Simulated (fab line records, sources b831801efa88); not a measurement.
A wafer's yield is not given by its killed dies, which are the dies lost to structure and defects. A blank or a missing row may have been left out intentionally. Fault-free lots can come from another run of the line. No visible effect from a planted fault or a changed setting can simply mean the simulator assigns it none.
Which tool was responsible? || flow gf180mcu || 13 lots, 39 wafers sampled, at 2 steps of a route of 602

WHAT EACH GAUGE READ, for each wafer
GF_V1_RS_MEAS_24: the measuring method here is four-point-probe. Usual: V1_W_RS gives 0.327 ohm/sq (standard deviation 0.0044).
{"lot": "L415", "measured": "day 18 08:19", "on": "filmMetro-02", "V1_W_RS (ohm/sq)": "0.335 0.328 0.332", "flag": ""}
{"lot": "L416", "measured": "day 18 17:43", "on": "filmMetro-04", "V1_W_RS (ohm/sq)": "0.325 0.323 0.328", "flag": ""}
{"lot": "L417", "measured": "day 18 21:10", "on": "filmMetro-02", "V1_W_RS (ohm/sq)": "0.327 0.329 0.329", "flag": ""}
{"lot": "L418", "measured": "day 19 13:35", "on": "filmMetro-01", "V1_W_RS (ohm/sq)": "0.328 0.326 0.329", "flag": ""}
{"lot": "L420", "measured": "day 20 05:58", "on": "filmMetro-02", "V1_W_RS (ohm/sq)": "0.323 0.325 0.326", "flag": ""}
{"lot": "L422", "measured": "day 21 09:08", "on": "filmMetro-04", "V1_W_RS (ohm/sq)": "0.328 0.329 0.334", "flag": ""}
{"lot": "L424", "measured": "day 21 16:50", "on": "filmMetro-02", "V1_W_RS (ohm/sq)": "0.321 0.318 0.328", "flag": ""}
{"lot": "L426", "measured": "day 22 06:21", "on": "filmMetro-04", "V1_W_RS (ohm/sq)": "0.331 0.331 0.328", "flag": ""}
{"lot": "L433", "measured": "day 24 11:53", "on": "filmMetro-01", "V1_W_RS (ohm/sq)": "0.324 0.323 0.324", "flag": ""}
{"lot": "L434", "measured": "day 25 03:19", "on": "filmMetro-04", "V1_W_RS (ohm/sq)": "0.328 0.333 0.332", "flag": ""}
{"lot": "L435", "measured": "day 25 03:38", "on": "filmMetro-01", "V1_W_RS (ohm/sq)": "0.327 0.323 0.326", "flag": ""}
{"lot": "L437", "measured": "day 25 18:57", "on": "filmMetro-02", "V1_W_RS (ohm/sq)": "0.328 0.327 0.332", "flag": ""}
{"lot": "L438", "measured": "day 26 03:33", "on": "filmMetro-02", "V1_W_RS (ohm/sq)": "0.327 0.321 0.324", "flag": ""}

WHAT TOOL EACH LOT RAN ON (gives the tool, then ch and the chambers of the sampled wafers, and finally the start)
{"lot": "L415", "GF_M1_SPUTTER_00": "pvdSputter-03, day 16 07:26"}
{"lot": "L416", "GF_M1_SPUTTER_00": "pvdSputter-03, day 16 16:12"}
{"lot": "L417", "GF_M1_SPUTTER_00": "pvdSputter-01, day 16 19:00"}
{"lot": "L418", "GF_M1_SPUTTER_00": "pvdSputter-02, day 17 10:45"}
{"lot": "L420", "GF_M1_SPUTTER_00": "pvdSputter-01, day 18 02:52"}
{"lot": "L422", "GF_M1_SPUTTER_00": "pvdSputter-03, day 19 06:08"}
{"lot": "L424", "GF_M1_SPUTTER_00": "pvdSputter-02, day 19 14:06"}
{"lot": "L426", "GF_M1_SPUTTER_00": "pvdSputter-03, day 20 04:49"}
{"lot": "L433", "GF_M1_SPUTTER_00": "pvdSputter-01, day 22 11:41"}
{"lot": "L434", "GF_M1_SPUTTER_00": "pvdSputter-03, day 23 03:16"}
{"lot": "L435", "GF_M1_SPUTTER_00": "pvdSputter-01, day 23 04:05"}
{"lot": "L437", "GF_M1_SPUTTER_00": "pvdSputter-01, day 23 21:19"}
{"lot": "L438", "GF_M1_SPUTTER_00": "pvdSputter-02, day 24 05:59"}
- GF_M1_SPUTTER_00: material Ti, target thk 37.5 nm, time 150 s.

WHAT THE TOOLS THEMSELVES READ (means of the sampled wafers that have a number; where no wafer has one, the mark that the record gives instead)
GF_M1_SPUTTER_00. Usual: throttleValvePct 30.4 %, standard deviation 1.1.
{"lot": "L415", "tool": "pvdSputter-03", "throttleValvePct (%)": 28.8, "flag": ""}
{"lot": "L416", "tool": "pvdSputter-03", "throttleValvePct (%)": 31.1, "flag": ""}
{"lot": "L417", "tool": "pvdSputter-01", "throttleValvePct (%)": 29.8, "flag": ""}
{"lot": "L418", "tool": "pvdSputter-02", "throttleValvePct (%)": 30.8, "flag": ""}
{"lot": "L420", "tool": "pvdSputter-01", "throttleValvePct (%)": 30.3, "flag": ""}
{"lot": "L422", "tool": "pvdSputter-03", "throttleValvePct (%)": 30.9, "flag": ""}
{"lot": "L424", "tool": "pvdSputter-02", "throttleValvePct (%)": 30.4, "flag": ""}
{"lot": "L426", "tool": "pvdSputter-03", "throttleValvePct (%)": 31.3, "flag": ""}
{"lot": "L433", "tool": "pvdSputter-01", "throttleValvePct (%)": 29.8, "flag": ""}
{"lot": "L434", "tool": "pvdSputter-03", "throttleValvePct (%)": 29.7, "flag": ""}
{"lot": "L435", "tool": "pvdSputter-01", "throttleValvePct (%)": 29.7, "flag": ""}
{"lot": "L437", "tool": "pvdSputter-01", "throttleValvePct (%)": 30.4, "flag": ""}
{"lot": "L438", "tool": "pvdSputter-02", "throttleValvePct (%)": 30.2, "flag": ""}

THE ANSWER, worked out from the rows above alone
Rule: a lot is off if the mean of its wafers that have a number lies more than 3 standard deviations from the usual mean. Also off: a lot with no number at a reading for which 4 or more lots have one. The other lots that the step has rows for count as sound. After the gauges, taken in route order, come the tools' own readings; for these a lot's mean is taken, as printed above. At the first step where some lot is off, the reading lying furthest off is the one used; lots without a number count as furthest.
Nothing can be told from this: no lot is off at any reading shown.

WHAT THE SIMULATOR HAD INSERTED
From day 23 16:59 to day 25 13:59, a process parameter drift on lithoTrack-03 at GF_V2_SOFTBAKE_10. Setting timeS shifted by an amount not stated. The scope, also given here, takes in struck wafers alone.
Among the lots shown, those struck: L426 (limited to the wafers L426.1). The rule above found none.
